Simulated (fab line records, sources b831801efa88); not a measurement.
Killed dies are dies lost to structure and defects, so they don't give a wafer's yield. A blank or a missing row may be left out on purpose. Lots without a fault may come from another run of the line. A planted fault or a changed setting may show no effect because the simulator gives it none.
Tool commonality check | flow sky130 | 14 lots, 48 wafers sampled

WHY IT WAS OPENED
At SKY_GATE_OXIDE_THK_MEAS_02 the reading GATE_OXIDE_OXIDATION_00_THK is flagged on 2 of 14 lots. Wafers without a fault read 10.25 nm, standard deviation 0.23.
Rule: a lot is flagged when every wafer of it that has a number lies more than 4 standard deviations from that mean, or none has a number. The other lots count as sound.

lot  | measured     | on            | GATE_OXIDE_OXIDATION_00_THK (nm), wafer by wafer | flag
L551 | day 12 22:17 | film_metro-04 | 9.97 9.99 9.96                                   |
L553 | day 13 06:38 | film_metro-03 | 9.92 9.85 9.74                                   |
L552 | day 13 10:44 | film_metro-01 | 10.53 10.48 10.42                                |
L554 | day 13 21:31 | film_metro-03 | 10.24 10.35 10.31                                |
L555 | day 14 10:39 | film_metro-01 | 10.21 10.03 10.09                                |
L556 | day 14 10:39 | film_metro-04 | 9.95 10.34 10.15                                 |
L557 | day 15 02:14 | film_metro-04 | 10.33 10.37 10.46                                |
L558 | day 15 09:55 | film_metro-01 | 10.46 10.40 10.45                                |
L563 | day 16 22:54 | film_metro-04 | 11.59 11.55 11.41 11.53 11.58 11.42              | FLAGGED
L564 | day 16 22:55 | film_metro-01 | 11.77 11.56 11.69 11.78 11.53 11.74              | FLAGGED
L571 | day 19 23:05 | film_metro-03 | 10.26 10.50 10.25                                |
L572 | day 20 09:42 | film_metro-03 | 10.03 10.02 10.27                                |
L573 | day 20 09:43 | film_metro-04 | 10.11 10.16 10.23                                |
L574 | day 20 20:13 | film_metro-01 | 10.49 10.69 10.52                                |
The numbers of the flagged lots are 11.60 nm on average: +1.35 nm against the usual, or +6 standard deviations.

WHICH TOOL RAN EACH LOT
The record holds 1 process step before the reading, out of a route of 708 steps. In each cell: the tool, then ch and the chambers that the sampled wafers went through, then the start.
lot  | flag    | SKY_GATE_OXIDE_OXIDATION_01
L551 |         | furnace-01 ch 0, day 12 20:52
L553 |         | furnace-01 ch 0, day 13 05:12
L552 |         | furnace-02 ch 0, day 13 09:20
L554 |         | furnace-01 ch 0, day 13 20:07
L555 |         | furnace-01 ch 0, day 14 09:14
L556 |         | furnace-01 ch 0, day 14 09:14
L557 |         | furnace-01 ch 0, day 15 00:48
L558 |         | furnace-02 ch 0, day 15 08:30
L563 | FLAGGED | furnace-02 ch 0, day 16 21:29
L564 | FLAGGED | furnace-02 ch 0, day 16 21:29
L571 |         | furnace-02 ch 0, day 19 21:40
L572 |         | furnace-02 ch 0, day 20 08:17
L573 |         | furnace-02 ch 0, day 20 08:17
L574 |         | furnace-01 ch 0, day 20 18:48
What these steps do:
- SKY_GATE_OXIDE_OXIDATION_01: stabilise 600 s, purge 300 s, target thk 10.268 nm.
- SKY_GATE_OXIDE_THK_MEAS_02

FLAGGED OVER TOTAL, TOOL BY TOOL (the gauges that took the reading come last)
step                        | tool          | lots run | flagged | share of the flagged lots | sound lots run after its first flagged lot
SKY_GATE_OXIDE_OXIDATION_01 | furnace-01    | 7        | 0       | none                      | -
SKY_GATE_OXIDE_OXIDATION_01 | furnace-02    | 7        | 2       | all                       | 3 (L571,L572,L573)
SKY_GATE_OXIDE_THK_MEAS_02  | film_metro-01 | 5        | 1       | some                      | 1 (L574)
SKY_GATE_OXIDE_THK_MEAS_02  | film_metro-03 | 4        | 0       | none                      | -
SKY_GATE_OXIDE_THK_MEAS_02  | film_metro-04 | 5        | 1       | some                      | 1 (L573)

WHAT THE TABLE ALLOWS
1 row of the table ran every flagged lot: furnace-02 at SKY_GATE_OXIDE_OXIDATION_01.
- furnace-02 at SKY_GATE_OXIDE_OXIDATION_01: 2 of its 7 lots flagged. Sound lots ran on it after the first flagged one (L571, L572, L573), which a lasting fault on the whole tool wouldn't allow.
No row of the table ran every flagged lot and no sound lot after the first.

WHAT THE SIMULATOR HAD PUT IN
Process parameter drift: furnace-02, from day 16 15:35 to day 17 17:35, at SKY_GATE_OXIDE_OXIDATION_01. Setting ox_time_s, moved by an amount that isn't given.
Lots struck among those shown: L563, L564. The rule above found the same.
